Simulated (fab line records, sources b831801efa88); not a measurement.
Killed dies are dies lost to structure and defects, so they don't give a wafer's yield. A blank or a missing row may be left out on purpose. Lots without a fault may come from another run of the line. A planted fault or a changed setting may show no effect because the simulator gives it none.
Which tool did it? | flow sky130 | 10 lots, 30 wafers sampled, at 4 steps of a route of 708

WHAT THE GAUGES READ, wafer by wafer
SKY_SD_N_RS_MEAS_16: measures by four-point-probe.
lot  | measured     | on            | SD_N_RS (ohm/sq)
L688 | day 28 00:13 | film_metro-01 | 68.23 68.30 68.55
L692 | day 29 17:37 | film_metro-01 | 68.31 68.44 68.48
L693 | day 30 07:25 | film_metro-02 | 68.62 68.58 68.49
L694 | day 30 11:47 | film_metro-01 | 68.43 68.37 68.43
L696 | day 31 08:10 | film_metro-04 | 68.50 68.40 68.44
L700 | day 32 14:28 | film_metro-02 | 68.54 68.62 68.52
L704 | day 33 18:53 | film_metro-01 | 77.46 77.36 77.29
L706 | day 34 10:56 | film_metro-02 | 77.45 77.58 77.33
L707 | day 34 21:59 | film_metro-01 | 68.62 68.44 68.60
L710 | day 35 21:26 | film_metro-04 | 68.43 68.54 68.60

WHICH TOOL RAN EACH LOT (tool, then ch and the chambers of the sampled wafers, then the start)
lot  | SKY_POLY_CUT_ETCH_10               | SKY_SD_N_IMPLANT_09             | SKY_SD_N_STRIP_11
L688 | rie_diel-02 ch 2,3, day 24 07:15   | implanter-01 ch 0, day 27 23:22 | plasma_asher-04 ch 0,1, day 27 23:40
L692 | rie_diel-01 ch 1,2,3, day 26 02:37 | implanter-02 ch 0, day 29 16:56 | plasma_asher-02 ch 0,1, day 29 17:13
L693 | rie_diel-02 ch 0,2,3, day 26 15:24 | implanter-01 ch 0, day 30 06:44 | plasma_asher-04 ch 0,1, day 30 07:01
L694 | rie_diel-01 ch 0,1, day 26 21:30   | implanter-03 ch 0, day 30 11:06 | plasma_asher-02 ch 0,1, day 30 11:24
L696 | rie_diel-01 ch 0,1,2, day 27 19:49 | implanter-03 ch 0, day 31 07:30 | plasma_asher-01 ch 0,1, day 31 07:47
L700 | rie_diel-02 ch 0,1,2, day 29 03:00 | implanter-03 ch 0, day 32 13:47 | plasma_asher-02 ch 0,1, day 32 14:03
L704 | rie_diel-01 ch 1,2,3, day 30 08:12 | implanter-01 ch 0, day 33 18:13 | plasma_asher-02 ch 0,1, day 33 18:30
L706 | rie_diel-01 ch 0,2,3, day 31 01:12 | implanter-01 ch 0, day 34 10:15 | plasma_asher-04 ch 0,1, day 34 10:33
L707 | rie_diel-01 ch 1,2,3, day 31 10:18 | implanter-03 ch 0, day 34 21:18 | plasma_asher-01 ch 0,1, day 34 21:36
L710 | rie_diel-04 ch 0,2,3, day 32 12:51 | implanter-02 ch 0, day 35 20:45 | plasma_asher-04 ch 0,1, day 35 21:03
- SKY_POLY_CUT_ETCH_10: etches BARC in N2/H2, stops on SiO2, time 45.9 s, target depth 60 nm.
- SKY_SD_N_IMPLANT_09
- SKY_SD_N_STRIP_11: strips in O2/N2.

THE ANSWER, worked out from the rows above alone
Rule: what is usual is taken from the lots themselves. Put in order of their means at a reading, lots are off if they are a third of the lots or fewer, leave a main group of 4 or more, and stand apart from it by a gap of 3 or more times the standard deviation of the main group's means; of several such gaps the widest counts. A main group whose means are all the same, to the digits that the tables above print for the reading, isn't used. A lot without any number at a reading at which 4 lots or more have one is off too. The other lots that the step has rows for count as sound.
Off: L704, L706, at SKY_SD_N_RS_MEAS_16 (SD_N_RS). The main group: mean 68.48 ohm/sq, standard deviation 0.076.
A tool fits if, at a process step before that reading, it ran every lot that is off, and no sound lot after the first of them. The gauges at SKY_SD_N_RS_MEAS_16 are tried like those tools. One fits: implanter-01 at SKY_SD_N_IMPLANT_09. Its last sound lot is L693 (day 30 06:44), its first lot that is off L704 (day 33 18:13): a fault that began between those two fits.

WHAT THE SIMULATOR HAD PUT IN
Process parameter drift: implanter-01, from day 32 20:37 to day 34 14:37, at SKY_SD_N_IMPLANT_09. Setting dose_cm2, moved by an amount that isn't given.
Lots struck among those shown: L704, L706. The rule above found the same.
